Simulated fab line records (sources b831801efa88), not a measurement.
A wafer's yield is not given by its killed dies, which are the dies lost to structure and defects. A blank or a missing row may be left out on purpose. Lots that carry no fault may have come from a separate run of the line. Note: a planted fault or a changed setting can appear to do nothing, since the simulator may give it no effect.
Which tool was responsible? :: flow sky130 :: 12 lots, 36 wafers sampled, at 7 steps of a route of 708

WHAT THE GAUGES SHOWED, per wafer
SKY_VT_ADJUST_HVTP_OVL_MEAS_08.
lot: L532
measured: day 6 03:59
on: overlay-01
VT_ADJUST_HVTP_OVL (nm): 0.4 0.1 1.7

lot: L533
measured: day 6 12:26
on: overlay-01
VT_ADJUST_HVTP_OVL (nm): 1.6 -1.2 1.1

lot: L534
measured: day 6 18:58
on: overlay-01
VT_ADJUST_HVTP_OVL (nm): -0.6 -1.0 0.2

lot: L537
measured: day 7 11:07
on: overlay-01
VT_ADJUST_HVTP_OVL (nm): -1.8 -0.3 -1.5

lot: L538
measured: day 7 15:38
on: overlay-01
VT_ADJUST_HVTP_OVL (nm): -1.5 -0.7 -0.3

lot: L541
measured: day 8 13:19
on: overlay-01
VT_ADJUST_HVTP_OVL (nm): -1.8 -1.4 -2.1

lot: L542
measured: day 8 21:45
on: overlay-02
VT_ADJUST_HVTP_OVL (nm): -1.5 -1.9 -1.1

lot: L547
measured: day 10 05:44
on: overlay-02
VT_ADJUST_HVTP_OVL (nm): -1.0 -1.6 -0.7

lot: L550
measured: day 10 21:58
on: overlay-02
VT_ADJUST_HVTP_OVL (nm): 0.1 0.6 -0.2

lot: L553
measured: day 12 00:11
on: overlay-01
VT_ADJUST_HVTP_OVL (nm): 0.6 -1.2 0.2

lot: L554
measured: day 12 07:24
on: overlay-01
VT_ADJUST_HVTP_OVL (nm): -2.3 -1.3 -0.8

lot: L555
measured: day 12 10:47
on: overlay-01
VT_ADJUST_HVTP_OVL (nm): 1.1 1.2 1.6

SKY_LDD_N_OVL_MEAS_07.
lot: L532
measured: day 17 23:49
on: overlay-02
LDD_N_OVL (nm): 0.4 -0.2 -0.4

lot: L533
measured: day 18 09:40
on: overlay-01
LDD_N_OVL (nm): -1.0 -0.5 -1.6

lot: L534
measured: day 19 07:25
on: overlay-02
LDD_N_OVL (nm): -1.3 -0.2 -0.7

lot: L537
measured: day 19 23:29
on: overlay-01
LDD_N_OVL (nm): -1.2 -1.9 -0.8

lot: L538
measured: day 20 09:22
on: overlay-02
LDD_N_OVL (nm): -2.9 -2.6 -1.6

lot: L541
measured: day 21 12:26
on: overlay-01
LDD_N_OVL (nm): -2.2 -1.9 -1.6

lot: L542
measured: day 21 23:53
on: overlay-01
LDD_N_OVL (nm): -0.2 0.3 0.6

lot: L547
measured: day 23 10:56
on: overlay-02
LDD_N_OVL (nm): -1.1 -1.7 -1.8

lot: L550
measured: day 24 09:08
on: overlay-01
LDD_N_OVL (nm): -0.6 -0.9 -1.5

lot: L553
measured: day 25 20:13
on: overlay-01
LDD_N_OVL (nm): -3.4 -2.2 -1.7

lot: L554
measured: day 26 03:02
on: overlay-01
LDD_N_OVL (nm): -1.9 -0.4 -0.7

lot: L555
measured: day 26 05:49
on: overlay-02
LDD_N_OVL (nm): 0.6 0.5 0.3

SKY_LDD_HVN_OVL_MEAS_07.
lot: L532
measured: day 20 13:47
on: overlay-01
LDD_HVN_OVL (nm): -1.0 -0.9 -0.8

lot: L533
measured: day 20 22:56
on: overlay-01
LDD_HVN_OVL (nm): -1.1 -1.3 -1.3

lot: L534
measured: day 21 22:16
on: overlay-01
LDD_HVN_OVL (nm): 0.2 -0.9 -1.6

lot: L537
measured: day 22 13:05
on: overlay-01
LDD_HVN_OVL (nm): -1.2 -1.8 -2.2

lot: L538
measured: day 22 23:25
on: overlay-02
LDD_HVN_OVL (nm): -4.8 -1.2 -1.4

lot: L541
measured: day 24 01:22
on: overlay-01
LDD_HVN_OVL (nm): - - -

lot: L542
measured: day 24 13:02
on: overlay-01
LDD_HVN_OVL (nm): -2.3 -2.7 -1.4

lot: L547
measured: day 25 23:14
on: overlay-02
LDD_HVN_OVL (nm): -1.1 -0.5 -0.2

lot: L550
measured: day 26 19:38
on: overlay-02
LDD_HVN_OVL (nm): -1.6 -1.4 -0.8

lot: L553
measured: day 28 07:38
on: overlay-01
LDD_HVN_OVL (nm): -4.0 -5.2 -4.0

lot: L554
measured: day 28 13:00
on: overlay-01
LDD_HVN_OVL (nm): -3.4 -1.3 -4.6

lot: L555
measured: day 28 16:34
on: overlay-01
LDD_HVN_OVL (nm): 0.2 -0.6 -0.6

SKY_LDD_HVN_TW_MEAS_10.
lot: L532
measured: day 20 14:04
on: film-metro-04
LDD_HVN_TW: 1436 1451 1443

lot: L533
measured: day 20 23:14
on: film-metro-03
LDD_HVN_TW: 1420 1427 1435

lot: L534
measured: day 21 22:34
on: film-metro-01
LDD_HVN_TW: 1444 1443 1448

lot: L537
measured: day 22 13:23
on: film-metro-01
LDD_HVN_TW: 1438 1433 1439

lot: L538
measured: day 22 23:43
on: film-metro-03
LDD_HVN_TW: 1442 1438 1432

lot: L541
measured: day 24 01:40
on: film-metro-01
LDD_HVN_TW: 30 30 30

lot: L542
measured: day 24 13:23
on: film-metro-04
LDD_HVN_TW: 1447 1447 1451

lot: L547
measured: day 25 23:32
on: film-metro-03
LDD_HVN_TW: 1439 1434 1439

lot: L550
measured: day 26 19:55
on: film-metro-01
LDD_HVN_TW: 1446 1440 1451

lot: L553
measured: day 28 07:56
on: film-metro-03
LDD_HVN_TW: 1437 1433 1440

lot: L554
measured: day 28 13:18
on: film-metro-01
LDD_HVN_TW: 1429 1435 1437

lot: L555
measured: day 28 16:51
on: film-metro-03
LDD_HVN_TW: 1438 1435 1433

SKY_LDD_HVP_TW_MEAS_10.
lot: L532
measured: day 21 20:49
on: film-metro-04
LDD_HVP_TW: 459.3 457.7 459.9

lot: L533
measured: day 22 06:10
on: film-metro-03
LDD_HVP_TW: 455.7 454.3 454.3

lot: L534
measured: day 23 04:56
on: film-metro-04
LDD_HVP_TW: 454.6 457.9 456.4

lot: L537
measured: day 23 19:38
on: film-metro-02
LDD_HVP_TW: 458.4 457.1 457.3

lot: L538
measured: day 24 05:28
on: film-metro-02
LDD_HVP_TW: 456.4 460.9 458.0

lot: L541
measured: day 25 07:43
on: film-metro-03
LDD_HVP_TW: 1436.8 1447.8 1448.8

lot: L542
measured: day 25 18:20
on: film-metro-04
LDD_HVP_TW: 460.2 458.2 463.1

lot: L547
measured: day 27 04:08
on: film-metro-04
LDD_HVP_TW: 457.9 459.1 457.3

lot: L550
measured: day 28 00:42
on: film-metro-04
LDD_HVP_TW: 453.1 456.5 453.5

lot: L553
measured: day 29 12:29
on: film-metro-02
LDD_HVP_TW: 455.6 457.9 458.6

lot: L554
measured: day 29 18:48
on: film-metro-03
LDD_HVP_TW: 455.6 454.5 458.1

lot: L555
measured: day 29 21:17
on: film-metro-04
LDD_HVP_TW: 456.7 457.3 453.4

SKY_SD_P_OVL_MEAS_08.
lot: L532
measured: day 25 15:43
on: overlay-02
SD_P_OVL (nm): 0.5 -0.5 -1.0

lot: L533
measured: day 26 02:23
on: overlay-01
SD_P_OVL (nm): 0.6 1.0 1.4

lot: L534
measured: day 26 21:38
on: overlay-01
SD_P_OVL (nm): 0.7 -0.7 -0.2

lot: L537
measured: day 27 13:36
on: overlay-01
SD_P_OVL (nm): -2.9 -1.8 -2.3

lot: L538
measured: day 27 22:41
on: overlay-01
SD_P_OVL (nm): -0.8 -1.4 -0.2

lot: L541
measured: day 29 00:19
on: overlay-02
SD_P_OVL (nm): -1.9 -2.1 -0.3

lot: L542
measured: day 29 09:57
on: overlay-01
SD_P_OVL (nm): -0.6 0.1 0.6

lot: L547
measured: day 30 20:08
on: overlay-02
SD_P_OVL (nm): -1.5 -0.8 -2.7

lot: L550
measured: day 31 15:15
on: overlay-01
SD_P_OVL (nm): -2.2 -0.2 -2.7

lot: L553
measured: day 33 02:08
on: overlay-01
SD_P_OVL (nm): -1.2 -1.9 -1.1

lot: L554
measured: day 33 08:03
on: overlay-01
SD_P_OVL (nm): -0.9 -0.8 -0.3

lot: L555
measured: day 33 11:23
on: overlay-02
SD_P_OVL (nm): -1.2 -0.7 -2.6

WHICH TOOL RAN EACH LOT (tool, then ch and the chambers of the sampled wafers, then the start)
lot: L532
SKY_LDD_HVN_EXPOSE_04: iline-stepper-02 ch 0, day 19 22:28

lot: L533
SKY_LDD_HVN_EXPOSE_04: iline-stepper-02 ch 0, day 20 08:46

lot: L534
SKY_LDD_HVN_EXPOSE_04: iline-stepper-02 ch 0, day 21 07:10

lot: L537
SKY_LDD_HVN_EXPOSE_04: iline-stepper-02 ch 0, day 21 22:32

lot: L538
SKY_LDD_HVN_EXPOSE_04: iline-stepper-02 ch 0, day 22 08:29

lot: L541
SKY_LDD_HVN_EXPOSE_04: iline-stepper-02 ch 0, day 23 10:52

lot: L542
SKY_LDD_HVN_EXPOSE_04: iline-stepper-01 ch 0, day 23 22:44

lot: L547
SKY_LDD_HVN_EXPOSE_04: iline-stepper-02 ch 0, day 25 08:53

lot: L550
SKY_LDD_HVN_EXPOSE_04: iline-stepper-02 ch 0, day 26 05:24

lot: L553
SKY_LDD_HVN_EXPOSE_04: iline-stepper-02 ch 0, day 27 17:23

lot: L554
SKY_LDD_HVN_EXPOSE_04: iline-stepper-02 ch 0, day 27 23:13

lot: L555
SKY_LDD_HVN_EXPOSE_04: iline-stepper-01 ch 0, day 28 02:17
- SKY_LDD_HVN_EXPOSE_04: exposes mask HVNTM, target cd 700 nm.

WHAT THE TOOLS THEMSELVES READ (means of the sampled wafers that have a number; where no wafer has one, the mark that the record gives instead)
The record holds no such reading with a usual standard deviation.

THE ANSWER, worked out from the rows above alone
Rule: usual is defined by the lots themselves. Put in order of their means at a reading, lots are off if they are a third of the lots or fewer, leave a main group of 4 or more, and stand apart from it by a gap of 3 or more times the standard deviation of the main group's means; of several such gaps the widest counts. If all means in a main group match to the digits the tables above print for the reading, that group is not used. A lot without any number at a reading at which 4 lots or more have one is off too. Any other lot the step has rows for is counted as sound. After the gauges, taken in route order, come the tools' own readings; for these a lot's mean is taken, as printed above. At the first step where some lot is off, the reading lying furthest off is the one used; lots without a number count as furthest.
Off: at SKY_LDD_HVN_OVL_MEAS_07 (LDD_HVN_OVL), L541. Without a number there: L541. Mean -1.7 nm and standard deviation 1.2 in the main group.
A tool fits if, at a process step before that reading, it ran every lot that is off, and no sound lot after the first of them. Not tried: the gauges at SKY_LDD_HVN_OVL_MEAS_07; whatever is off there is also off at SKY_LDD_HVN_TW_MEAS_10, on other tools, and gauge error can't account for it. Not one of the candidates tried fits.

WHAT THE SIMULATOR HAD INSERTED
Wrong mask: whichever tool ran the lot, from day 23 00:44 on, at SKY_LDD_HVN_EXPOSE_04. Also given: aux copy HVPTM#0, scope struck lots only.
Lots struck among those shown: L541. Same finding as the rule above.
